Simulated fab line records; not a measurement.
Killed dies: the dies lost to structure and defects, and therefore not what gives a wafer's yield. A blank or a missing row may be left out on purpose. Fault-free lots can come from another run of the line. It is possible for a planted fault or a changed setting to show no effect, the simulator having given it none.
fab line records	flow sky130
[record] lots = 7	wafers = 21	last_day = 50
route steps=708 shown POLY_GATE@233 LDD_N@237 LDD_P@255 PAD_OPEN@708
lots that met no fault: taken from a fault-free run of the same line
start_h: the number of hours between the record's first day and the start of the first shown wafer of the lot	wait_h: hours elapsed since this lot's preceding step	" identical to the entry in the row above	L1.1+2: a single row standing in for several wafers	- value missing, or start not given	* or withheld: withheld	< > ~ a bound
route shown NAME@n: names a module that has steps shown in the file, with the first one's number in the route	usual: mean/standard deviation taken from wafers without a fault	same: alike in all rows	chamber/n: place in a boat	sites: each site's reading	_std_site: the standard deviation of these	_edge_site: inner sites' mean taken away from outer sites' mean	radius_mm: for every site, how far away it sits from the centre of the wafer	mask NAME#n: copy n	behind: the tool/chamber that last shaped the wafer	hold: cause of the lot's hold/its duration in hours/its outcome	device: the transistor (n, p or np) that didn't switch	end of line: tests run on the same wafers once the route is complete	a step with no rows: only its recipe	killed: count of dies lost to structure and defects at first sort (not the wafer's yield)	map: the dies of a wafer, with x for killed, . for not killed, _ for no die there
set.NAME: the run value of the setting; set.NAME@STEP: its run value at that earlier step	model.NAME: the simulator's own value behind a step, which no gauge read
certain route steps with their lots: each step a table, each wafer a row
services: when a tool's chamber went out of use (start_h, in hours from the record's first day, below 0 if earlier), for how many hours, and the reason
[[steps]]
[step SKY_POLY_GATE_CLEAN_19]
[recipe] chemistry = SC1/SC2	mix = 1:4:20	temp_c = 70	time_s = 150	dry = n2_spin
[step SKY_POLY_GATE_OXIDATION_20]
[recipe] temp_c = 850	ambient = O2	stabilise_s = 600	purge_s = 300	target_thk_a = 40	ox_time_s = 899
[step SKY_POLY_GATE_THK_MEAS_21]
[recipe] reads = SiO2_of_POLY_GATE_OXIDATION_20
[usual] POLY_GATE_OXIDATION_THK = 3.99/0.1
lot.wafer	tool	chamber	start_h	wait_h	POLY_GATE_OXIDATION_THK[nm]
L552.2	film_metro-02	-	370.53	0.0	4.18
L552.3	"	-	"	"	4.15
L552.5	"	-	"	"	4.12
L560.1	film_metro-03	-	444.42	0.0	4.02
L560.4	"	-	"	"	3.98
L560.5	"	-	"	"	4.01
L561.1	film_metro-02	-	454.95	0.0	3.99
L561.4	"	-	"	"	3.96
L561.5	"	-	"	"	4.01
L562.3	film_metro-03	-	458.09	0.0	3.85
L562.4	"	-	"	"	3.94
L562.6	"	-	"	"	3.95
L571.2	film_metro-02	-	550.84	0.0	3.96
L571.3	"	-	"	"	3.87
L571.4	"	-	"	"	3.94
L573.3	film_metro-03	-	561.45	0.0	4.10
L573.5	"	-	"	"	3.97
L573.6	"	-	"	"	4.04
L574.2	film_metro-02	-	566.34	0.0	3.94
L574.5	"	-	"	"	3.99
L574.6	"	-	"	"	3.94
[step SKY_POLY_GATE_CD_MEAS_22]
[usual] cd_nm = 149.7/1.9
lot.wafer	tool	chamber	start_h	wait_h	cd_nm
L552.2	cd_sem-02	-	370.61	0.1	150.3
L552.3	"	-	"	"	149.0
L552.5	"	-	"	"	147.7
L560.1	cd_sem-01	-	444.48	0.1	148.7
L560.4	"	-	"	"	146.5
L560.5	"	-	"	"	146.9
L561.1	cd_sem-01	-	455.01	0.1	152.5
L561.4	"	-	"	"	149.4
L561.5	"	-	"	"	149.6
L562.3	cd_sem-02	-	458.19	0.1	151.0
L562.4	"	-	"	"	147.1
L562.6	"	-	"	"	148.7
L571.2	cd_sem-01	-	550.92	0.1	152.6
L571.3	"	-	"	"	153.8
L571.4	"	-	"	"	153.0
L573.3	cd_sem-02	-	561.54	0.1	154.4
L573.5	"	-	"	"	151.2
L573.6	"	-	"	"	150.8
L574.2	cd_sem-01	-	566.41	0.1	148.7
L574.5	"	-	"	"	149.3
L574.6	"	-	"	"	147.4
[step SKY_LDD_N_DEHYDRATE_00]
[recipe] temp_c = 200	time_s = 60
[step SKY_LDD_N_HMDS_01]
[recipe] prime_time_s = 60	prime_temp_c = 120
[step SKY_LDD_N_COAT_02]
[recipe] resist = NOVOLAK	spin_rpm = 3000	resist_thk_nm = 300
[step SKY_LDD_N_SOFTBAKE_03]
[recipe] temp_c = 90	time_s = 60	resist = NOVOLAK
[step SKY_LDD_N_EXPOSE_04]
[recipe] mask_id = NTM	target_cd_nm = 840	na = 0.6	source_shape = conventional	sigma_outer = 0.6	dose_mj = 110
[step SKY_LDD_N_PEB_05]
[recipe] temp_c = withheld	time_s = *	resist = NOVOLAK
[step SKY_LDD_N_DEVELOP_06]
[recipe] develop_time_s = 60	dev_temp_c = 23
[step SKY_LDD_N_OVL_MEAS_07]
[usual] LDD_N_OVL = 0.4/1
lot.wafer	tool	chamber	start_h	wait_h	LDD_N_OVL[nm]
L552.2	overlay-01	-	398.58	0.1	-0.5
L552.3	"	-	"	"	1.6
L552.5	"	-	"	"	1.4
L560.1	overlay-01	-	475.14	0.1	1.2
L560.4	"	-	"	"	-2.5
L560.5	"	-	"	"	-0.9
L561.1	overlay-02	-	485.59	0.1	0.0
L561.4	"	-	"	"	1.7
L561.5	"	-	"	"	-0.6
L562.3	overlay-01	-	488.30	0.1	1.6
L562.4	"	-	"	"	-0.7
L562.6	"	-	"	"	-1.4
L571.2	overlay-01	-	580.66	0.1	-0.1
L571.3	"	-	"	"	-0.8
L571.4	"	-	"	"	-0.8
L573.3	overlay-02	-	591.60	0.1	0.7
L573.5	"	-	"	"	-0.1
L573.6	"	-	"	"	1.0
L574.2	overlay-01	-	596.29	0.1	-0.2
L574.5	"	-	"	"	0.7
L574.6	"	-	"	"	0.0
[step SKY_LDD_N_IMPLANT_08]
[recipe] species = As	energy_kev = 20	dose_cm2 = 7.5e+13	tilt_deg = withheld	rotation_deg = 23
[usual] beam_on_s = 9.98/0.2	dose_ions_cm2 = 7.499e+13/7.6e+10	faraday_current_uA = 423/8.5
lot.wafer	tool	chamber	start_h	wait_h	beam_on_s	dose_ions_cm2	faraday_current_uA
L552.2	implanter-03	0	398.63	0.0	10.03	7.503e+13	422
L552.3	"	0	"	"	10.09	7.503e+13	417
L552.5	"	0	"	"	10.17	7.511e+13	415
L560.1	implanter-01	0	475.17	0.0	59.34	6.2389e+14	591
L560.4	"	0	"	"	59.84	6.2387e+14	588
L560.5	"	0	"	"	56.06	6.2378e+14	626
L561.1	implanter-01	0	485.62	0.0	57.32	6.2385e+14	613
L561.4	"	0	"	"	58.12	6.2385e+14	605
L561.5	"	0	"	"	57.65	6.2382e+14	609
L562.3	implanter-01	0	488.37	0.1	58.08	6.2393e+14	609
L562.4	"	0	"	"	57.52	6.2397e+14	611
L562.6	"	0	"	"	57.05	6.2388e+14	615
L571.2	implanter-01	0	580.71	0.0	10.34	7.492e+13	409
L571.3	"	0	"	"	9.92	7.504e+13	427
L571.4	"	0	"	"	9.80	7.502e+13	430
L573.3	implanter-01	0	591.67	0.1	9.85	7.503e+13	429
L573.5	"	0	"	"	10.03	7.5e+13	423
L573.6	"	0	"	"	9.82	7.494e+13	429
L574.2	implanter-01	0	596.35	0.0	10.39	7.506e+13	405
L574.5	"	0	"	"	9.99	7.5e+13	425
L574.6	"	0	"	"	10.09	7.503e+13	418
[step SKY_LDD_N_IMPLANT_09]
[recipe] species = As	energy_kev = 20	dose_cm2 = 7.5e+13	tilt_deg = withheld	rotation_deg = 113
[step SKY_LDD_N_IMPLANT_10]
[recipe] species = As	energy_kev = 20	dose_cm2 = 7.5e+13	tilt_deg = withheld	rotation_deg = 203
[step SKY_LDD_N_IMPLANT_11]
[recipe] species = As	energy_kev = 20	dose_cm2 = 7.5e+13	tilt_deg = withheld	rotation_deg = 293
[step SKY_LDD_N_IMPLANT_12]
[recipe] species = BF2	energy_kev = 50	dose_cm2 = 5e+12	tilt_deg = 30	rotation_deg = 0
[step SKY_LDD_N_IMPLANT_13]
[recipe] species = BF2	energy_kev = 50	dose_cm2 = 5e+12	tilt_deg = 30	rotation_deg = 90
[step SKY_LDD_N_IMPLANT_14]
[recipe] species = BF2	energy_kev = 50	dose_cm2 = 5e+12	tilt_deg = 30	rotation_deg = 180
[step SKY_LDD_N_IMPLANT_15]
[recipe] species = BF2	energy_kev = 50	dose_cm2 = 5e+12	tilt_deg = 30	rotation_deg = 270
[step SKY_LDD_N_STRIP_16]
[recipe] chemistry = O2/N2	power_w = 1400	pressure_mtorr = 1500	platen_temp_c = withheld	o2_flow_sccm = 3000	n2_flow_sccm = 300	overash_fraction = 0.5
[usual] drypump_motor_current_A = 5.8/0.44	oes_product_au = 0.407/0.0051	strip_time_to_endpoint_s = 4.320/0.015
lot.wafer	tool	chamber	start_h	wait_h	drypump_motor_current_A	oes_product_au	rf_hours_counter_h	strip_time_to_endpoint_s
L552.2	plasma_asher-01	0	399.81	0.1	5.1	0.405	59	4.319
L552.3	"	1	"	"	5.8	0.418	-	4.309
L552.5	"	0	"	"	5.1	0.405	-	4.329
L560.1	plasma_asher-01	0	476.37	0.1	5.1	0.413	67	5.524
L560.4	"	1	"	"	5.7	0.407	-	5.528
L560.5	"	1	"	"	5.7	0.406	-	5.539
L561.1	plasma_asher-03	1	486.82	0.1	5.8	0.400	77	5.524
L561.4	"	0	"	"	6.4	0.403	-	5.530
L561.5	"	1	"	"	5.8	0.407	-	5.539
L562.3	plasma_asher-04	1	489.56	0.1	5.9	0.412	-	5.566
L562.4	"	0	"	"	5.7	0.400	-	5.543
L562.6	"	1	"	"	5.9	0.410	-	5.532
L571.2	plasma_asher-01	0	581.89	0.1	5.1	0.408	78	4.348
L571.3	"	1	"	"	5.7	0.410	-	4.330
L571.4	"	0	"	"	5.1	0.401	-	4.316
L573.3	plasma_asher-03	1	592.86	0.1	5.8	0.416	-	4.330
L573.5	"	0	"	"	6.5	0.401	-	4.311
L573.6	"	1	"	"	5.8	0.402	-	4.341
L574.2	plasma_asher-01	0	597.52	0.1	5.1	0.399	80	4.316
L574.5	"	0	"	"	5.1	0.407	-	4.332
L574.6	"	1	"	"	5.7	0.406	-	4.327
[step SKY_LDD_N_TW_MEAS_17]
[usual] LDD_N_TW = 2577/22
lot.wafer	tool	chamber	start_h	wait_h	LDD_N_TW
L552.2	film_metro-03	-	399.92	0.1	2588
L552.3	"	-	"	"	2585
L552.5	"	-	"	"	2595
L560.1	film_metro-01	-	476.47	0.1	2961
L560.4	"	-	"	"	2955
L560.5	"	-	"	"	2955
L561.1	film_metro-01	-	486.92	0.1	2954
L561.4	"	-	"	"	2952
L561.5	"	-	"	"	2966
L562.3	film_metro-03	-	489.64	0.1	3008
L562.4	"	-	"	"	2991
L562.6	"	-	"	"	3007
L571.2	film_metro-03	-	582.00	0.1	2595
L571.3	"	-	"	"	2590
L571.4	"	-	"	"	2592
L573.3	film_metro-01	-	592.94	0.1	2543
L573.5	"	-	"	"	2549
L573.6	"	-	"	"	2540
L574.2	film_metro-03	-	597.63	0.1	2594
L574.5	"	-	"	"	2582
L574.6	"	-	"	"	2581
[step SKY_LDD_P_DEHYDRATE_00]
[recipe] temp_c = 200	time_s = 60
[step SKY_PAD_OPEN_PROBE_99]
[usual] killed_at_M0_to_M3 = 42/6.4	killed_at_M4_up = 3.0/2	killed_at_contacts = 24/5.2	killed_at_front_end = 14/4.2	killed_at_other = 0.4/0.72	killed_dies = 84/9	killed_open = 46/6.6	killed_short = 38/6
[same] gross_dies = 492	killed_at_back_side = 0
lot.wafer	tool	chamber	start_h	wait_h	killed_at_M0_to_M3	killed_at_M4_up	killed_at_contacts	killed_at_front_end	killed_at_other	killed_dies	killed_open	killed_short	model.etest.tip_n.rs_ohm_sq	model.etest.nfet_01v8.r_on_ohm_um	model.etest.nfet_01v8_lvt.drive_ua_um	model.etest.nfet_01v8.drive_ua_um	model.etest.nfet_01v8_turned.drive_ua_um	model.etest.sram_nfet_pass.drive_ua_um	model.etest.nfet_01v8_swapped.drive_ua_um	model.etest.licon_ndiff.rc_ohm
L552.2	prober-01	-	1072.33	0.1	37	5	18	14	0	74	37	36	444.4	833.5	566.5	501.1	496.8	474	496.5	177.1
L552.3	prober-01	-	1072.38	0.2	50	4	27	10	0	91	46	45	445.4	850.7	556.6	491.1	487.9	478.6	494.4	182.8
L552.5	prober-01	-	1072.48	0.2	40	4	27	16	0	87	47	40	445.1	836.2	560.9	490.4	493.9	492.8	491.2	184.7
L560.1	prober-01	-	1125.38	0.1	27	5	23	16	1	72	38	33	262.2	779.8	618	544.8	552.2	542.2	532.3	172
L560.4	prober-01	-	1125.53	0.2	50	0	13	18	0	81	43	38	263.2	776.9	623.6	550.2	545.1	532.9	533.9	174.2
L560.5	prober-01	-	1125.58	0.2	39	1	27	15	0	82	45	37	263.7	768.7	625.3	549.5	551.3	541.1	535.3	170.7
L561.1	prober-02	-	1130.46	0.1	54	5	16	13	0	88	45	42	261.9	788.5	617.9	541.6	538.5	516	527.2	177.9
L561.4	prober-02	-	1130.61	0.2	37	0	21	11	1	70	37	33	259.9	782.4	619.3	542.1	537.5	514.4	526.5	172.8
L561.5	prober-02	-	1130.66	0.2	38	4	22	16	0	80	45	35	262.2	785.1	612.9	535.2	531.7	521.4	518.4	176.7
L562.3	prober-01	-	1133.62	0.2	35	9	20	18	0	82	46	36	262.5	761	640.4	564.7	561.9	539.1	550.9	172.8
L562.4	prober-01	-	1133.67	0.2	40	5	21	18	0	84	50	34	263	755.3	652	572.6	570	563.5	555.5	178.9
L562.6	prober-01	-	1133.77	0.2	43	5	29	19	0	96	51	45	263.7	767.2	628.1	559.5	555.4	532.5	542.9	175.6
L571.2	prober-01	-	1187.76	0.1	33	2	30	18	0	83	41	42	438.7	855.5	567.7	497	492.5	484.1	491.6	181.7
L571.3	prober-01	-	1187.81	0.2	50	1	29	13	0	93	55	38	440.1	856.6	564.2	493.1	490.7	480.6	490.7	179.4
L571.4	prober-01	-	1187.86	0.2	34	2	29	19	0	84	38	46	438.1	856.2	568.2	494.8	499.6	483.1	502.2	181.2
L573.3	prober-01	-	1194.04	0.2	43	3	18	17	0	81	35	46	448.4	852.8	555.8	487.6	486.8	476.2	487.4	188
L573.5	prober-01	-	1194.14	0.2	56	1	23	16	1	97	54	43	446.4	856.6	551.2	481	482.4	472.5	481.4	181.5
L573.6	prober-01	-	1194.19	0.2	50	2	25	17	0	94	56	38	449.6	851.5	556	481.8	477.2	472.2	477.9	182.1
L574.2	prober-02	-	1197.37	0.1	41	9	16	15	0	81	41	40	436.4	851.5	556.7	491.5	486.9	466.4	488.6	180.6
L574.5	prober-02	-	1197.52	0.2	53	3	28	17	2	103	48	55	440.9	867.6	544.7	476.6	477.7	475.3	477.7	181.1
L574.6	prober-02	-	1197.57	0.2	51	4	24	17	1	97	54	43	440.5	851.9	559.1	489.5	490.1	466.8	488.1	169.9
// killed by level:class
L552.2 VIA3:geometric_particle:open=8 FIELD_ISO:geometric_particle:open=6 LOCAL_INTERCONNECT:geometric_particle:short=5 CONTACT:geometric_particle:open=5 VIA1:geometric_particle:short=5 VIA1:geometric_particle:open=5 LI_CONTACT:geometric_particle:open=4 METAL1:geometric_particle:short=4
L552.3 CONTACT:geometric_particle:open=14 METAL2:geometric_particle:short=7 VIA1:geometric_particle:short=7 VIA2:geometric_particle:open=7 VIA3:geometric_particle:open=7 CONTACT:geometric_particle:short=6 METAL1:geometric_particle:short=5 LI_CONTACT:geometric_particle:open=4
L552.5 VIA1:geometric_particle:open=10 CONTACT:geometric_particle:open=9 LI_CONTACT:geometric_particle:open=7 CONTACT:geometric_particle:short=7 METAL1:geometric_particle:short=5 METAL2:geometric_particle:short=5 FIELD_ISO:geometric_particle:open=4 VIA2:geometric_particle:short=4
L560.1 FIELD_ISO:geometric_particle:short=8 CONTACT:geometric_particle:open=8 LI_CONTACT:geometric_particle:open=6 CONTACT:geometric_particle:short=6 METAL2:geometric_particle:short=6 VIA1:geometric_particle:open=5 VIA3:geometric_particle:open=5 METAL1:geometric_particle:open=4
L560.4 VIA2:geometric_particle:open=9 METAL1:geometric_particle:short=6 VIA1:geometric_particle:open=6 METAL2:geometric_particle:short=5 VIA3:geometric_particle:short=5 FIELD_ISO:geometric_particle:short=4 FIELD_ISO:geometric_particle:open=4 POLY_GATE:geometric_particle:open=4
L560.5 CONTACT:geometric_particle:open=9 LI_CONTACT:geometric_particle:open=8 VIA2:geometric_particle:open=7 CONTACT:geometric_particle:short=6 VIA3:geometric_particle:open=6 FIELD_ISO:geometric_particle:short=5 METAL1:geometric_particle:open=4 POLY_GATE:geometric_particle:short=4
L561.1 VIA1:geometric_particle:open=13 METAL1:geometric_particle:short=10 VIA2:geometric_particle:open=8 CONTACT:geometric_particle:open=8 METAL2:geometric_particle:short=5 VIA3:geometric_particle:open=5 POLY_GATE:geometric_particle:short=4 CONTACT:geometric_particle:short=4
L561.4 LOCAL_INTERCONNECT:geometric_particle:short=9 VIA2:geometric_particle:open=9 VIA1:geometric_particle:open=7 LI_CONTACT:geometric_particle:open=6 VIA3:geometric_particle:open=6 POLY_GATE:geometric_particle:short=5 METAL1:geometric_particle:short=5 METAL2:geometric_particle:short=4
L561.5 CONTACT:geometric_particle:open=9 VIA1:geometric_particle:open=8 CONTACT:geometric_particle:short=5 VIA3:geometric_particle:open=5 FIELD_ISO:geometric_particle:short=4 POLY_GATE:geometric_particle:open=4 LOCAL_INTERCONNECT:geometric_particle:short=4 METAL1:geometric_particle:short=4
L562.3 LI_CONTACT:geometric_particle:open=7 VIA3:geometric_particle:open=7 METAL4:geometric_particle:short=6 POLY_GATE:geometric_particle:short=6 CONTACT:geometric_particle:open=6 VIA1:geometric_particle:open=6 METAL2:geometric_particle:short=5 VIA2:geometric_particle:open=5
L562.4 LI_CONTACT:geometric_particle:open=9 VIA3:geometric_particle:open=9 VIA2:geometric_particle:open=7 VIA1:geometric_particle:open=6 METAL2:geometric_particle:short=5 POLY_GATE:geometric_particle:open=4 CONTACT:geometric_particle:open=4 CONTACT:geometric_particle:short=4
L562.6 LI_CONTACT:geometric_particle:open=10 VIA2:geometric_particle:open=10 CONTACT:geometric_particle:open=8 VIA1:geometric_particle:open=8 FIELD_ISO:geometric_particle:short=6 VIA1:geometric_particle:short=6 LOCAL_INTERCONNECT:geometric_particle:short=5 CONTACT:geometric_particle:short=5
L571.2 CONTACT:geometric_particle:open=13 FIELD_ISO:geometric_particle:short=7 LOCAL_INTERCONNECT:geometric_particle:short=7 FIELD_ISO:geometric_particle:open=6 VIA1:geometric_particle:open=6 VIA3:geometric_particle:open=6 CONTACT:geometric_particle:short=5 POLY_GATE:geometric_particle:short=4
L571.3 VIA1:geometric_particle:open=14 CONTACT:geometric_particle:open=12 VIA3:geometric_particle:open=8 METAL1:geometric_particle:short=6 VIA2:geometric_particle:open=6 CONTACT:geometric_particle:short=5 FIELD_ISO:geometric_particle:short=4 FIELD_ISO:geometric_particle:open=4
L571.4 CONTACT:geometric_particle:open=9 LOCAL_INTERCONNECT:geometric_particle:short=7 VIA1:geometric_particle:open=6 LI_CONTACT:geometric_particle:open=6 CONTACT:geometric_particle:short=5 METAL1:geometric_particle:short=5 METAL2:geometric_particle:short=5 POLY_GATE:geometric_particle:short=4
L573.3 METAL2:geometric_particle:short=14 LI_CONTACT:geometric_particle:open=9 VIA3:geometric_particle:open=8 POLY_GATE:geometric_particle:short=6 VIA1:geometric_particle:short=4 VIA2:geometric_particle:open=4 METAL3:geometric_particle:short=4 FIELD_ISO:geometric_particle:short=3
L573.5 VIA1:geometric_particle:open=13 VIA1:geometric_particle:short=12 METAL2:geometric_particle:short=11 LI_CONTACT:geometric_particle:open=10 FIELD_ISO:geometric_particle:short=8 CONTACT:geometric_particle:open=8 VIA2:geometric_particle:open=7 FIELD_ISO:geometric_particle:open=5
L573.6 VIA1:geometric_particle:open=12 METAL1:geometric_particle:short=10 LI_CONTACT:geometric_particle:open=9 CONTACT:geometric_particle:open=9 VIA3:geometric_particle:open=6 VIA2:geometric_particle:open=5 FIELD_ISO:geometric_particle:open=4 POLY_GATE:geometric_particle:short=4
L574.2 VIA1:geometric_particle:open=8 VIA2:geometric_particle:open=6 CONTACT:geometric_particle:open=6 VIA3:geometric_particle:open=6 METAL4:geometric_particle:short=6 FIELD_ISO:geometric_particle:short=5 METAL1:geometric_particle:short=5 VIA1:geometric_particle:short=5
L574.5 METAL1:geometric_particle:short=11 VIA2:geometric_particle:open=9 VIA1:geometric_particle:open=8 LI_CONTACT:geometric_particle:open=8 CONTACT:geometric_particle:short=7 LI_CONTACT:geometric_particle:short=6 CONTACT:geometric_particle:open=6 VIA3:geometric_particle:open=6
L574.6 VIA1:geometric_particle:open=11 CONTACT:geometric_particle:open=10 VIA2:geometric_particle:open=8 FIELD_ISO:geometric_particle:short=7 VIA3:geometric_particle:open=7 VIA1:geometric_particle:short=5 LOCAL_INTERCONNECT:geometric_particle:short=4 VIA3:geometric_particle:short=4
[[services]]
tool	chamber	start_h	hours	kind
plasma_asher-03	-	381.36	2.0	repair
plasma_asher-04	-	401.68	2.8	pm
implanter-03	-	424.06	3.8	repair
implanter-03	-	457.98	5.5	pm
implanter-01	-	458.81	1.2	repair
implanter-03	-	480.60	6.3	repair
plasma_asher-03	-	501.43	2.8	pm
implanter-03	-	585.79	9.0	pm
plasma_asher-04	-	595.33	1.9	repair
[[key]]
[first_sign] step = SKY_LDD_N_IMPLANT_08	reading = dose_ions_cm2	direction = up	sigmas = 99+	usual = *	struck = *
[effect] step = SKY_LDD_N_IMPLANT_08	reading = beam_on_s	direction = up	sigmas = 99+	usual = 9.98	struck = 57.89
[effect] step = SKY_LDD_N_STRIP_16	reading = strip_time_to_endpoint_s	direction = up	sigmas = 80	usual = *	struck = *
[effect] step = SKY_LDD_N_TW_MEAS_17	reading = LDD_N_TW	direction = up	sigmas = 18	usual = 2577	struck = 2972
[model_effect] step = SKY_PAD_OPEN_PROBE_99	value = etest.tip_n.rs_ohm_sq	without = 442	struck = 262.5
met_at SKY_LDD_N_IMPLANT_08
struck_wafers L560.1,L560.4,L560.5,L561.1,L561.4,L561.5,L562.3,L562.4,L562.6
tester_left_out L560,L561,L562
[fault] kind = process_parameter_drift	tool = implanter-01	chamber = -	onset_h = 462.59	steps = SKY_LDD_N_IMPLANT_08	channel = dose_cm2	offset = *	shape = step	end_h = 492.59	acts_in = *	stated = *
// tester_left_out: of these lots the tester's yield and bins aren't shown, on N5 and GAA mostly nor the transistor test; their killed dies are dies lost to structure and defects alone, not to doping, threshold or leakage, so they don't give the yield
